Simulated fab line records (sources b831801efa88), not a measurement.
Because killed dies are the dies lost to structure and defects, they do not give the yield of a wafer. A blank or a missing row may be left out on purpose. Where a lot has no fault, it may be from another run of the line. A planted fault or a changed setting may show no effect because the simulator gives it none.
fab line records	flow sky130
record lots=6	wafers=18	lastDay=50
route steps=708 shown VIA2@519 METAL3@532 CAPM@537 PAD_OPEN@708
lots with no fault: from the same line, run without faults
startH: start of the lot's first displayed wafer, in hours after the record's first day	waitH: how many hours have passed since the lot's step before this one	" as in the row above	L1.1+2: one row covering several wafers at once	- no value present, or no start provided	* or withheld: withheld	< > ~ a bound
route shown NAME@n: NAME is a module with steps in the file, n the number in the route of the first one	usual: average and standard deviation across the fault-free wafers	same: alike in all rows	chamber/n: place in a boat	sites: each site's reading	_std_site: the standard deviation of these	_edge_site: the outer-site mean with the inner-site mean subtracted	radiusMm: for every site, how far away it sits from the centre of the wafer	mask NAME#n: copy n	behind: the tool/chamber that last shaped the wafer	hold: what put the lot on hold/how long, in hours/how the hold closed	device: which transistor (n, p or np) failed to switch	end of line: the tests these same wafers got at the end of their route	a step with no rows: only its recipe	killed: count of dies lost to structure and defects at first sort (not the wafer's yield)	map: shows each die of a wafer: x if killed, . if not, _ if none is there
set.NAME: the setting that was run; set.NAME@STEP: the one run at that earlier step	model.NAME: the simulator's own value behind a step, which no gauge read
a table for each step, a row for each wafer; lots at some steps of the route
services: a tool's chamber out of use, with start hour (startH, from the record's first day; less than 0 if before it), hours out, and reason
## steps
# step SKY_VIA2_CD_MEAS_12
# recipe targetCdNm=200
# usual cdNm=200.4/1.2
lot.wafer	tool	chamber	startH	waitH	cdNm
L537.2	cdSem-01	-	882.05	-	200.0
L537.4	"	-	"	"	199.3
L537.6	"	-	"	"	201.0
L536.2	cdSem-01	-	882.46	-	199.0
L536.4	"	-	"	"	199.0
L536.5	"	-	"	"	199.1
L535.2	cdSem-01	-	883.00	-	201.6
L535.3	"	-	"	"	201.4
L535.5	"	-	"	"	200.7
L548.1	cdSem-01	-	963.96	-	200.5
L548.2	"	-	"	"	201.5
L548.6	"	-	"	"	200.3
L552.1	cdSem-01	-	987.41	-	198.8
L552.4	"	-	"	"	199.5
L552.6	"	-	"	"	198.5
L554.2	cdSem-01	-	995.35	-	199.7
L554.4	"	-	"	"	201.2
L554.6	"	-	"	"	199.5
# step SKY_VIA2_OVL_MEAS_13
# usual VIA2_OVL=-3/5.9
lot.wafer	tool	chamber	startH	waitH	VIA2_OVL[nm]
L537.2	overlay-01	-	882.15	0.1	-7
L537.4	"	-	"	"	-10
L537.6	"	-	"	"	-6
L536.2	overlay-01	-	882.56	0.1	5
L536.4	"	-	"	"	7
L536.5	"	-	"	"	1
L535.2	overlay-02	-	883.10	0.1	-3
L535.3	"	-	"	"	-3
L535.5	"	-	"	"	-6
L548.1	overlay-01	-	964.08	0.1	-7
L548.2	"	-	"	"	-3
L548.6	"	-	"	"	-10
L552.1	overlay-01	-	987.53	0.1	1
L552.4	"	-	"	"	-5
L552.6	"	-	"	"	-1
L554.2	overlay-01	-	995.45	0.1	-2
L554.4	"	-	"	"	5
L554.6	"	-	"	"	-6
# step SKY_VIA2_ETCH_14
# recipe chemistry=N2/H2	target=BARC	ionEnergyEv=200	sourceW=500	biasW=100	pressureMtorr=30	n2FlowSccm=100	h2FlowSccm=200	stopOn=SiO2	timeS=45.9	targetDepthA=600
# step SKY_VIA2_ETCH_15
# recipe target=SiO2	chemistry=C4F8/O2/Ar	targetDepthNm=546	stopOn=TiN	maskMaterial=KrF-thick	sourceW=1500	biasW=1200	pressureMtorr=40	c4f8FlowSccm=withheld	O2_flow_sccm=6	Ar_flow_sccm=300	timeS=84
# step SKY_VIA2_STRIP_16
# recipe chemistry=O2/N2	powerW=1400	pressureMtorr=1500	platenTempC=withheld	o2FlowSccm=3000	n2FlowSccm=300	overashFraction=0.5
# usual drypumpMotorCurrentA=5.3/0.5	oesProductAu=0.399/0.0048	stripTimeToEndpointS=4.059/0.025
# same overashFraction=0.5
lot.wafer	tool	chamber	startH	waitH	drypumpMotorCurrentA	oesProductAu	rfHoursCounterH	stripTimeToEndpointS
L537.2	plasmaAsher-04	0	882.29	0.0	5.4	0.399	46	4.081
L537.4	"	0	"	"	5.4	0.395	-	4.062
L537.6	"	0	"	"	5.4	0.396	-	4.029
L536.2	plasmaAsher-02	1	882.70	0.0	4.9	0.395	101	4.010
L536.4	"	1	"	"	4.9	0.405	-	4.021
L536.5	"	0	"	"	4.8	0.395	-	4.010
L535.2	plasmaAsher-03	0	883.24	0.0	6.1	0.403	79	4.032
L535.3	"	1	"	"	5.0	0.409	-	4.068
L535.5	"	1	"	"	5.0	0.409	-	4.057
L548.1	plasmaAsher-03	1	964.22	0.0	5.0	0.390	88	4.072
L548.2	"	0	"	"	6.1	0.403	88	4.075
L548.6	"	1	"	"	5.0	0.396	-	4.043
L552.1	plasmaAsher-02	0	987.67	0.0	4.8	0.392	112	4.073
L552.4	"	0	"	"	4.8	0.402	-	4.043
L552.6	"	0	"	"	4.8	0.393	-	4.049
L554.2	plasmaAsher-02	1	995.59	0.0	4.8	0.407	112	4.007
L554.4	"	0	"	"	4.8	0.389	-	4.030
L554.6	"	1	"	"	4.8	0.396	-	4.009
# step SKY_VIA2_STRIP_17
# recipe chemistry=postEtchResidueRemover	timeS=1200	tempC=72.5
# step SKY_VIA2_CLEAN_18
# recipe chemistry=IPA	timeS=180	tempC=25
# step SKY_VIA2_CLEAN_19
# recipe chemistry=O3/DIW	dry=n2Spin
# step SKY_VIA2_SPUTTER_20
# recipe material=TiN	targetThkNm=20	chamberPressurePa=5	powerW=4000	timeS=80
# step SKY_VIA2_CVD_21
# recipe material=W	targetThkNm=420	timeS=126.4	tempC=400	pressureTorr=40
# usual heaterPowerW=961/150
lot.wafer	tool	chamber	startH	waitH	heaterPowerW	sinceWetCleanH
L537.2	cvdW-02	1	882.94	0.0	879	479
L537.4	"	0	"	"	897	-
L537.6	"	1	"	"	888	-
L536.2	cvdW-01	0	883.36	0.0	1238	979
L536.4	"	0	"	"	1220	-
L536.5	"	1	"	"	850	-
L535.2	cvdW-01	1	883.92	0.0	855	980
L535.3	"	1	"	"	841	-
L535.5	"	1	"	"	831	-
L548.1	cvdW-01	0	964.91	0.0	1122	47
L548.2	"	1	"	"	773	47
L548.6	"	1	"	"	766	-
L552.1	cvdW-01	0	988.37	0.0	1109	70
L552.4	"	0	"	"	1135	-
L552.6	"	0	"	"	1168	-
L554.2	cvdW-01	1	996.41	0.0	799	78
L554.4	"	1	"	"	802	-
L554.6	"	1	"	"	793	-
# step SKY_VIA2_RS_MEAS_22
# recipe thkMeasGauge=four-point-probe	reads=W_of_VIA2_CVD_21+TiN_of_VIA2_SPUTTER_20
# usual VIA2_W_RS=0.272/0.003
lot.wafer	tool	chamber	startH	waitH	VIA2_W_RS[ohm/sq]
L537.2	filmMetro-04	-	883.09	0.1	0.273
L537.4	"	-	"	"	0.271
L537.6	"	-	"	"	0.270
L536.2	filmMetro-04	-	883.51	0.1	0.268
L536.4	"	-	"	"	0.267
L536.5	"	-	"	"	0.272
L535.2	filmMetro-01	-	884.07	0.1	0.275
L535.3	"	-	"	"	0.276
L535.5	"	-	"	"	0.275
L548.1	filmMetro-04	-	965.04	0.1	0.271
L548.2	"	-	"	"	0.272
L548.6	"	-	"	"	0.275
L552.1	filmMetro-04	-	988.63	0.2	0.271
L552.4	"	-	"	"	0.271
L552.6	"	-	"	"	0.272
L554.2	filmMetro-01	-	996.56	0.1	0.272
L554.4	"	-	"	"	0.277
L554.6	"	-	"	"	0.274
# step SKY_VIA2_THK_MEAS_23
# recipe thkMeasGauge=xrf	reads=W_of_VIA2_CVD_21
# usual VIA2_W_THK=433/6.8
lot.wafer	tool	chamber	startH	waitH	VIA2_W_THK[nm]
L537.2	filmMetro-04	-	883.20	0.1	435
L537.4	"	-	"	"	436
L537.6	"	-	"	"	437
L536.2	filmMetro-04	-	883.62	0.1	443
L536.4	"	-	"	"	443
L536.5	"	-	"	"	435
L535.2	filmMetro-01	-	884.18	0.1	432
L535.3	"	-	"	"	427
L535.5	"	-	"	"	431
L548.1	filmMetro-04	-	965.16	0.1	441
L548.2	"	-	"	"	443
L548.6	"	-	"	"	441
L552.1	filmMetro-04	-	988.75	0.1	431
L552.4	"	-	"	"	430
L552.6	"	-	"	"	432
L554.2	filmMetro-01	-	996.67	0.1	434
L554.4	"	-	"	"	431
L554.6	"	-	"	"	431
# step SKY_VIA2_CMP_24
# recipe stopOn=SiO2	tOverpolishS=20	downForcePsi=3.5	platenRpm=60	targetThkNm=0	padVelocityMS=0.94248
# usual motorCurrentA=10.8/1	overpolishRunS=20.001/0.0088	timeToEndpointS=100/3.2
lot.wafer	tool	chamber	startH	waitH	motorCurrentA	overpolishRunS	timeToEndpointS	model.SiO2_of_VIA2_HDPCVD_00.thkNm
L537.4	cmp-01	2	883.35	0.1	9.6	20.002	103	489.9
L537.2	"	3	"	"	10.5	20.001	108	490.2
L537.6	"	1	"	"	10.0	19.999	105	490.3
L536.4	cmp-01	0	883.67	0.0	12.3	19.994	102	490.2
L536.2	"	1	"	"	10.4	20.001	103	490.3
L536.5	"	1	"	"	10.0	19.989	59	487.1
L535.3	cmp-01	0	884.23	0.0	12.6	19.993	59	487
L535.2	"	3	"	"	10.2	19.995	108	490.4
L535.5	"	1	"	"	10.2	20.008	58	488.3
L548.1	cmp-02	3	965.22	0.1	10.3	20.002	100	489.5
L548.2	"	2	"	"	10.3	20.009	101	489.6
L548.6	"	3	"	"	9.7	20.004	96	490.9
L552.4	cmp-01	3	988.81	0.0	10.6	20.001	94	491.1
L552.1	"	2	"	"	10.1	20.018	97	490.9
L552.6	"	0	"	"	12.1	19.989	95	490.5
L554.4	cmp-01	3	996.72	0.0	10.3	19.992	97	491
L554.2	"	1	"	"	9.8	19.996	98	489.9
L554.6	"	3	"	"	10.7	19.992	100	490.5
# step SKY_METAL3_SPUTTER_00
# recipe material=Ti	targetThkNm=15	powerW=3000	timeS=10	chamberPressurePa=0.4
# step SKY_METAL3_SPUTTER_01
# recipe material=TiN	targetThkNm=20	powerW=6500	timeS=16.7	chamberPressurePa=0.4
# usual throttleValvePct=30.0/1
lot.wafer	tool	chamber	startH	waitH	throttleValvePct
L537.2	pvdSputter-03	-	883.57	0.0	30.2
L537.4	"	-	"	"	29.8
L537.6	"	-	"	"	28.5
L536.2	pvdSputter-03	-	883.99	0.0	28.8
L536.4	"	-	"	"	30.1
L536.5	"	-	"	"	30.3
L535.2	pvdSputter-03	-	884.56	0.0	30.2
L535.3	"	-	"	"	28.8
L535.5	"	-	"	"	30.2
L548.1	pvdSputter-04	-	965.54	0.0	32.5
L548.2	"	-	"	"	28.2
L548.6	"	-	"	"	32.5
L552.1	pvdSputter-02	-	989.13	0.0	30.4
L552.4	"	-	"	"	30.6
L552.6	"	-	"	"	31.0
L554.2	pvdSputter-03	-	997.05	0.0	29.9
L554.4	"	-	"	"	28.7
L554.6	"	-	"	"	30.3
# step SKY_METAL3_SPUTTER_02
# recipe material=AlCu	targetThkNm=735	powerW=10600	timeS=39.1	chamberPressurePa=0.4
# step SKY_METAL3_SPUTTER_03
# recipe material=Ti	targetThkNm=5	powerW=3000	timeS=3.3	chamberPressurePa=0.4
# usual throttleValvePct=30.0/1
lot.wafer	tool	chamber	startH	waitH	throttleValvePct
L537.2	pvdSputter-03	-	883.64	0.0	30.3
L537.4	"	-	"	"	30.2
L537.6	"	-	"	"	28.6
L536.2	pvdSputter-03	-	884.05	0.0	28.6
L536.4	"	-	"	"	30.1
L536.5	"	-	"	"	30.1
L535.2	pvdSputter-03	-	884.62	0.0	30.1
L535.3	"	-	"	"	28.6
L535.5	"	-	"	"	30.2
L548.1	pvdSputter-04	-	965.61	0.0	32.3
L548.2	"	-	"	"	28.2
L548.6	"	-	"	"	32.5
L552.1	pvdSputter-02	-	989.19	0.0	30.3
L552.4	"	-	"	"	31.0
L552.6	"	-	"	"	31.0
L554.2	pvdSputter-03	-	997.11	0.0	30.2
L554.4	"	-	"	"	28.5
L554.6	"	-	"	"	29.9
# step SKY_METAL3_SPUTTER_04
# recipe material=TiN	targetThkNm=70	powerW=6500	timeS=58.3	chamberPressurePa=0.4
# step SKY_CAPM_CVD_00
# recipe material=SiO2	targetThkNm=15.5	tempC=400	timeS=withheld	rfW=450
# step SKY_CAPM_THK_MEAS_01
# recipe reads=SiO2_of_CAPM_CVD_00
# usual CAPM_CVD_00_THK=15.44/0.2
lot.wafer	tool	chamber	startH	waitH	CAPM_CVD_00_THK[nm]
L537.2	filmMetro-03	-	883.74	-	15.15
L537.4	"	-	"	"	15.59
L537.6	"	-	"	"	15.66
L536.2	filmMetro-03	-	884.15	-	15.71
L536.4	"	-	"	"	15.83
L536.5	"	-	"	"	15.62
L535.2	filmMetro-04	-	884.72	-	15.28
L535.3	"	-	"	"	15.13
L535.5	"	-	"	"	15.22
L548.1	filmMetro-01	-	965.70	-	15.33
L548.2	"	-	"	"	15.27
L548.6	"	-	"	"	15.64
L552.1	filmMetro-01	-	989.28	-	15.34
L552.4	"	-	"	"	15.54
L552.6	"	-	"	"	15.81
L554.2	filmMetro-01	-	997.21	-	15.58
L554.4	"	-	"	"	15.60
L554.6	"	-	"	"	15.90
# step SKY_CAPM_SPUTTER_02
# recipe material=TiN	targetThkNm=200	tempC=300	powerW=6500	timeS=166.7	chamberPressurePa=0.4
# step SKY_CAPM_RS_MEAS_03
# recipe thkMeasGauge=four-point-probe	reads=TiN_of_CAPM_SPUTTER_02
# usual CAPM_TIN_RS=6.92/0.054
lot.wafer	tool	chamber	startH	waitH	CAPM_TIN_RS[ohm/sq]
L537.2	filmMetro-04	-	883.92	0.1	6.90
L537.4	"	-	"	"	6.93
L537.6	"	-	"	"	6.90
L536.2	filmMetro-04	-	884.33	0.1	6.86
L536.4	"	-	"	"	6.91
L536.5	"	-	"	"	6.83
L535.2	filmMetro-03	-	884.90	0.1	6.95
L535.3	"	-	"	"	6.96
L535.5	"	-	"	"	6.94
L548.1	filmMetro-04	-	965.87	0.1	6.96
L548.2	"	-	"	"	6.99
L548.6	"	-	"	"	6.97
L552.1	filmMetro-04	-	989.45	0.1	6.82
L552.4	"	-	"	"	6.89
L552.6	"	-	"	"	6.84
L554.2	filmMetro-01	-	997.39	0.1	6.95
L554.4	"	-	"	"	6.87
L554.6	"	-	"	"	6.88
# step SKY_CAPM_THK_MEAS_04
# recipe thkMeasGauge=xrf	reads=TiN_of_CAPM_SPUTTER_02
# usual CAPM_TIN_THK=199.8/1.6
lot.wafer	tool	chamber	startH	waitH	CAPM_TIN_THK[nm]
L537.2	filmMetro-04	-	884.03	0.1	199.0
L537.4	"	-	"	"	199.1
L537.6	"	-	"	"	198.7
L536.2	filmMetro-04	-	884.44	0.1	200.8
L536.4	"	-	"	"	198.7
L536.5	"	-	"	"	200.8
L535.2	filmMetro-03	-	885.01	0.1	200.0
L535.3	"	-	"	"	199.5
L535.5	"	-	"	"	200.1
L548.1	filmMetro-04	-	965.99	0.1	198.6
L548.2	"	-	"	"	197.5
L548.6	"	-	"	"	199.0
L552.1	filmMetro-04	-	989.57	0.1	201.2
L552.4	"	-	"	"	199.9
L552.6	"	-	"	"	200.5
L554.2	filmMetro-01	-	997.50	0.1	199.3
L554.4	"	-	"	"	201.3
L554.6	"	-	"	"	200.9
# step SKY_CAPM_DEHYDRATE_05
# recipe tempC=200	timeS=60
# step SKY_CAPM_HMDS_06
# recipe primeTimeS=60	primeTempC=120
# step SKY_CAPM_COAT_07
# recipe resist=NOVOLAK	spinRpm=3000	resistThkNm=1140
# step SKY_CAPM_SOFTBAKE_08
# recipe tempC=90	timeS=60	resist=NOVOLAK
# step SKY_CAPM_EXPOSE_09
# recipe maskId=CAPM	na=0.6	sourceShape=conventional	sigmaOuter=0.6	polarization=unpolarized	targetCdNm=1000	doseMj=159
# step SKY_CAPM_PEB_10
# recipe tempC=withheld	timeS=*	resist=NOVOLAK
# step SKY_CAPM_DEVELOP_11
# recipe resist=NOVOLAK	developer=TMAH	developTimeS=60	devTempC=23
# step SKY_CAPM_OVL_MEAS_12
# usual CAPM_OVL=-0.3/1.1
lot.wafer	tool	chamber	startH	waitH	CAPM_OVL[nm]
L537.2	overlay-01	-	908.89	0.1	-1.2
L537.4	"	-	"	"	-0.6
L537.6	"	-	"	"	-0.8
L536.2	overlay-02	-	909.18	0.1	0.9
L536.4	"	-	"	"	2.0
L536.5	"	-	"	"	-1.1
L535.2	overlay-02	-	909.95	0.1	0.3
L535.3	"	-	"	"	0.3
L535.5	"	-	"	"	-0.4
L548.1	overlay-01	-	988.44	0.1	-1.2
L548.2	"	-	"	"	-0.2
L548.6	"	-	"	"	-0.2
L552.1	overlay-02	-	1012.84	0.1	0.1
L552.4	"	-	"	"	0.3
L552.6	"	-	"	"	0.6
L554.2	overlay-02	-	1020.83	0.1	0.2
L554.4	"	-	"	"	-1.5
L554.6	"	-	"	"	-0.5
# step SKY_CAPM_METAL_ETCH_13
# recipe targetDepthNm=220	stopOn=SiO2	chemistry=Cl2/BCl3	target=TiN	pressureMtorr=10	icpW=900	biasW=48.5	Cl2_flow_sccm=60	bcl3FlowSccm=30	timeS=62.9
# usual biasW=48.50/0.14	drypumpMotorCurrentA=5.6/0.44	heBacksideLeakSccm=3.42/0.17	oesProductAu=0.942/0.0067	throttleValvePct=21.901/0.01
lot.wafer	tool	chamber	startH	waitH	biasW	drypumpMotorCurrentA	heBacksideLeakSccm	oesProductAu	rfHoursCounterH	throttleValvePct
L537.2	rieMetal-02	1	908.92	0.0	48.61	5.2	3.46	0.947	16	21.889
L537.4	"	1	"	"	48.65	5.2	3.20	0.934	-	21.915
L537.6	"	1	"	"	48.53	5.2	3.12	0.941	-	21.893
L536.2	rieMetal-01	0	909.21	0.0	48.41	4.9	3.71	0.949	8	21.894
L536.4	"	1	"	"	48.52	5.7	3.22	0.942	-	21.901
L536.5	"	1	"	"	48.69	5.7	3.34	0.951	-	21.900
L535.2	rieMetal-02	1	909.98	0.0	48.64	5.2	3.35	0.932	16	21.894
L535.3	"	0	"	"	48.58	5.8	3.52	0.927	-	21.889
L535.5	"	0	"	"	48.77	5.8	3.55	0.926	-	21.919
L548.1	rieMetal-02	1	988.48	0.0	48.72	5.2	3.69	0.952	2	21.902
L548.2	"	0	"	"	48.53	5.8	3.41	0.938	10	21.914
L548.6	"	0	"	"	48.49	5.8	3.55	0.946	-	21.906
L552.1	rieMetal-02	0	1012.88	0.0	48.17	5.8	3.60	0.953	12	21.915
L552.4	"	1	"	"	48.51	5.2	3.60	0.946	-	21.896
L552.6	"	0	"	"	48.38	5.8	3.43	0.946	-	21.886
L554.2	rieMetal-02	0	1020.86	0.0	48.53	5.8	3.18	0.932	12	21.896
L554.4	"	0	"	"	48.51	5.8	3.04	0.938	-	21.904
L554.6	"	0	"	"	48.29	5.8	3.23	0.943	-	21.903
# step SKY_CAPM_STRIP_14
# recipe chemistry=O2/N2	powerW=1400	pressureMtorr=1500	platenTempC=withheld	o2FlowSccm=3000	n2FlowSccm=300	overashFraction=0.5
# step SKY_CAPM_STRIP_15
# recipe chemistry=postEtchResidueRemover	timeS=1200	tempC=72.5
# step SKY_CAPM_CLEAN_16
# recipe chemistry=IPA	timeS=180	tempC=25
# step SKY_CAPM_CLEAN_17
# recipe chemistry=O3/DIW	dry=n2Spin
# step SKY_METAL3_DEHYDRATE_05
# recipe tempC=200	timeS=60
# step SKY_METAL3_HMDS_06
# recipe primeTimeS=60	primeTempC=120
# step SKY_METAL3_COAT_07
# recipe resist=BARC	tempC=withheld	timeS=withheld	spinRpm=3000	resistThkNm=60
# step SKY_METAL3_COAT_08
# recipe resist=KrF-thick	spinRpm=3000	resistThkNm=1140
# step SKY_METAL3_SOFTBAKE_09
# recipe tempC=100	timeS=90	resist=KrF-thick
# step SKY_METAL3_EXPOSE_10
# recipe maskId=MM3	na=0.68	sourceShape=annular	sigmaInner=0.4	sigmaOuter=0.8	targetCdNm=300	doseMj=28
# step SKY_METAL3_METAL_ETCH_18
# recipe targetDepthA=8450	stopOn=SiO2	overEtchFrac=0.3	timeS=183.1	chemistry=Cl2/BCl3	resistSidewallDeg=88	pressureMtorr=10	icpW=900	biasW=48.5	Cl2_flow_sccm=60	bcl3FlowSccm=30
# usual biasW=48.51/0.14	drypumpMotorCurrentA=5.7/0.52	heBacksideLeakSccm=3.42/0.29	oesProductAu=0.865/0.0057	throttleValvePct=22.264/0.0088
lot.wafer	tool	chamber	startH	waitH	biasW	drypumpMotorCurrentA	heBacksideLeakSccm	oesProductAu	rfHoursCounterH	throttleValvePct	model.SiO2_of_VIA2_HDPCVD_00.thkNm
L537.2	rieMetal-03	1	934.51	0.0	48.58	6.2	3.64	0.860	11	22.281	465.1
L537.4	"	1	"	"	48.69	6.2	3.54	0.860	-	22.277	465
L537.6	"	1	"	"	48.73	6.2	3.65	0.867	-	22.257	465.4
L536.2	rieMetal-01	0	934.86	0.0	48.49	4.9	3.10	0.862	10	22.250	465.5
L536.4	"	0	"	"	48.40	4.9	3.33	0.861	-	22.278	465.2
L536.5	"	0	"	"	48.27	4.9	3.62	0.862	-	22.250	462.3
L535.2	rieMetal-04	0	935.84	0.0	48.52	6.5	3.50	0.860	2	22.267	465.2
L535.3	"	0	"	"	48.59	6.5	3.49	0.865	-	22.258	461.7
L535.5	"	1	"	"	48.66	6.0	3.66	0.865	-	22.276	462.7
L548.1	rieMetal-03	0	1012.96	0.0	48.48	5.7	3.12	0.861	13	22.261	464.4
L548.2	"	1	"	"	48.72	6.2	3.68	0.863	16	22.267	464.6
L548.6	"	1	"	"	48.71	6.2	3.81	0.863	-	22.256	466
L552.1	rieMetal-03	0	1036.88	0.0	48.41	5.7	3.24	0.868	15	22.269	465.7
L552.4	"	1	"	"	48.54	6.2	3.65	0.870	-	22.271	466
L552.6	"	1	"	"	48.55	6.2	3.60	0.870	-	22.273	465.5
L554.2	rieMetal-01	0	1044.30	0.0	48.58	4.9	3.20	0.867	17	22.265	465.1
L554.4	"	0	"	"	48.40	4.9	3.28	0.865	-	22.259	466.3
L554.6	"	0	"	"	48.65	4.9	3.18	0.856	-	22.248	465.5
# step SKY_PAD_OPEN_PROBE_99
# usual defectLimitedYield=82.4/1.9	killed_at_M0_to_M3=43/7.5	killed_at_M4_up=3.3/1.9	killedAtContacts=24/4.6	killedAtFrontEnd=16/4.9	killedAtOther=0.2/0.46	killedDies=87/9.1	killedOpen=47/7.4	killedShort=39/6.6	sort_bin_3_pad_short=0.9/0.43	sort_bin_5_function=10.3/1.4	sort_bin_6_memory=6.4/1.1	sortNPass=405/9.1	sortYieldPct=82.4/1.9
# same grossDies=492	killedAtBackSide=0	sort_bin_4_leakage[%]=0	sort_bin_8_speed[%]=0
lot.wafer	tool	chamber	startH	waitH	defectLimitedYield[%]	killed_at_M0_to_M3	killed_at_M4_up	killedAtContacts	killedAtFrontEnd	killedAtOther	killedDies	killedOpen	killedShort	sort_bin_3_pad_short[%]	sort_bin_5_function[%]	sort_bin_6_memory[%]	sortNPass	sortYieldPct[%]
L537.2	prober-02	-	1102.49	0.1	85.4	40	3	19	10	0	72	38	32	0.6	9.6	4.5	420	85.4
L537.4	prober-02	-	1102.59	0.2	85.2	38	7	20	8	0	73	40	32	0.6	10.2	4.1	419	85.2
L537.6	prober-02	-	1102.69	0.2	85.2	38	2	20	13	0	73	40	30	1.0	8.3	5.5	419	85.2
L536.2	prober-01	-	1103.85	0.1	83.7	40	4	25	11	0	80	51	28	0.6	8.9	6.7	412	83.7
L536.4	prober-01	-	1103.95	0.2	83.7	41	4	19	16	0	80	51	26	0.4	9.6	6.3	412	83.7
L536.5	prober-01	-	1104.00	0.2	83.5	38	7	20	16	0	81	43	38	0.8	10.2	5.5	411	83.5
L548.1	prober-02	-	1164.66	0.1	83.3	30	0	32	20	0	82	45	37	1.8	10.4	4.5	410	83.3
L548.2	prober-02	-	1164.71	0.1	82.9	41	5	25	13	0	84	41	42	0.4	8.7	7.9	408	82.9
L548.6	prober-02	-	1164.91	0.2	79.1	58	3	27	15	0	103	60	43	1.6	11.0	8.3	389	79.1
L554.2	prober-02	-	1189.43	0.1	81.9	49	4	24	12	0	89	46	43	1.6	10.4	6.1	403	81.9
L554.4	prober-02	-	1189.53	0.2	82.1	43	5	19	21	0	88	40	48	0.6	11.6	5.7	404	82.1
L554.6	prober-02	-	1189.63	0.2	81.3	50	3	18	20	1	92	45	47	0.4	10.8	7.5	400	81.3
# killed by level:class
L537.2 VIA1:geometricParticle:open=8 LI_CONTACT:geometricParticle:open=7 METAL1:geometricParticle:short=7 CONTACT:geometricParticle:open=6 VIA1:geometricParticle:short=5 VIA2:geometricParticle:open=5 METAL3:geometricParticle:short=4 FIELD_ISO:geometricParticle:short=3
L537.4 VIA1:geometricParticle:open=12 CONTACT:geometricParticle:open=7 METAL1:geometricParticle:short=7 LI_CONTACT:geometricParticle:open=6 METAL2:geometricParticle:short=5 LOCAL_INTERCONNECT:geometricParticle:short=4 METAL4:geometricParticle:short=4 FIELD_ISO:geometricParticle:open=3
L537.6 VIA1:geometricParticle:open=11 CONTACT:geometricParticle:open=7 VIA2:geometricParticle:open=7 VIA3:geometricParticle:open=5 FIELD_ISO:geometricParticle:short=4 LOCAL_INTERCONNECT:geometricParticle:short=4 LI_CONTACT:geometricParticle:open=4 METAL1:geometricParticle:short=4
L536.2 CONTACT:geometricParticle:open=11 VIA1:geometricParticle:open=9 VIA3:geometricParticle:open=8 VIA2:geometricParticle:open=7 CONTACT:geometricParticle:short=6 LI_CONTACT:geometricParticle:open=5 METAL1:geometricParticle:short=5 POLY_GATE:geometricParticle:open=4
L536.4 VIA1:geometricParticle:open=14 CONTACT:geometricParticle:open=12 VIA2:geometricParticle:open=5 METAL2:geometricParticle:short=4 VIA2:geometricParticle:short=4 VIA3:geometricParticle:open=4 FIELD_ISO:geometricParticle:open=3 POLY_GATE:geometricParticle:open=3
L536.5 CONTACT:geometricParticle:open=10 METAL2:geometricParticle:short=10 VIA3:geometricParticle:open=9 FIELD_ISO:geometricParticle:open=5 LI_CONTACT:geometricParticle:open=5 VIA1:geometricParticle:open=5 POLY_GATE:geometricParticle:open=4 VIA3:geometricParticle:short=4
L548.1 LI_CONTACT:geometricParticle:open=10 CONTACT:geometricParticle:open=9 VIA1:geometricParticle:open=7 METAL2:geometricParticle:short=7 CONTACT:geometricParticle:short=6 METAL1:geometricParticle:short=5 FIELD_ISO:geometricParticle:open=4 FIELD_ISO:geometricParticle:short=4
L548.2 LI_CONTACT:geometricParticle:open=9 CONTACT:geometricParticle:open=8 METAL1:geometricParticle:short=7 CONTACT:geometricParticle:short=6 VIA1:geometricParticle:open=6 VIA2:geometricParticle:open=6 METAL2:geometricParticle:short=5 METAL3:geometricParticle:short=5
L548.6 CONTACT:geometricParticle:open=11 VIA1:geometricParticle:open=10 VIA3:geometricParticle:open=9 LI_CONTACT:geometricParticle:open=8 VIA1:geometricParticle:short=8 CONTACT:geometricParticle:short=6 POLY_GATE:geometricParticle:short=6 VIA2:geometricParticle:open=6
L554.2 VIA1:geometricParticle:open=12 LI_CONTACT:geometricParticle:open=8 VIA1:geometricParticle:short=7 METAL2:geometricParticle:short=7 VIA3:geometricParticle:open=6 CONTACT:geometricParticle:open=6 FIELD_ISO:geometricParticle:open=5 CONTACT:geometricParticle:short=5
L554.4 METAL1:geometricParticle:short=9 VIA1:geometricParticle:open=7 FIELD_ISO:geometricParticle:short=6 FIELD_ISO:geometricParticle:open=6 POLY_GATE:geometricParticle:short=6 CONTACT:geometricParticle:open=6 METAL2:geometricParticle:short=6 VIA3:geometricParticle:open=6
L554.6 VIA2:geometricParticle:open=9 VIA3:geometricParticle:open=8 METAL2:geometricParticle:short=7 VIA1:geometricParticle:short=7 FIELD_ISO:geometricParticle:short=5 CONTACT:geometricParticle:open=5 FIELD_ISO:geometricParticle:open=5 VIA1:geometricParticle:open=5
## services
tool	chamber	startH	hours	kind
pvdSputter-02	-	872.79	3.7	repair
rieMetal-01	0	877.50	3.4	repair
cvdW-02	-	879.38	1.3	repair
rieMetal-01	-	883.99	6.0	repair
plasmaAsher-04	-	889.64	0.5	repair
rieMetal-04	0	893.01	4.3	repair
cvdW-01	-	904.00	14.0	pm
cmp-01	-	907.23	0.8	repair
cmp-01	-	912.00	4.0	pm
rieMetal-04	-	928.31	0.4	repair
cvdW-01	-	932.89	1.1	repair
cvdW-01	-	933.77	0.4	repair
cvdW-02	-	934.27	6.9	pm
pvdSputter-03	-	939.05	2.1	repair
rieMetal-04	1	953.63	8.5	repair
cvdW-02	0	980.27	5.6	repair
cvdW-01	1	981.33	9.6	repair
cmp-01	-	989.73	1.1	repair
cvdW-01	-	1016.25	6.9	pm
pvdSputter-02	-	1034.39	1.2	repair
cmp-01	-	1035.27	0.4	repair
plasmaAsher-03	-	1035.68	1.2	repair
rieMetal-03	-	1038.52	28.1	pm
pvdSputter-03	-	1044.18	1.0	repair
## key
firstSign step=SKY_VIA2_CMP_24	reading=timeToEndpointS	direction=down	sigmas=13	usual=*	struck=*
effect none on later readings
modelEffect step=SKY_VIA2_CMP_24	value=SiO2_of_VIA2_HDPCVD_00.thkNm	without=491	struck=487.5
modelEffect step=SKY_METAL3_METAL_ETCH_18	value=SiO2_of_VIA2_HDPCVD_00.thkNm	without=465.8	struck=462.2
metAt SKY_VIA2_CMP_24
struckWafers L535.3,L535.5,L536.5
fault kind=processParameterDrift	tool=cmp-01	chamber=-	onsetH=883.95	steps=SKY_VIA2_CMP_24	channel=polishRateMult	offset=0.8	shape=step	endH=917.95	scope=struckWafersOnly
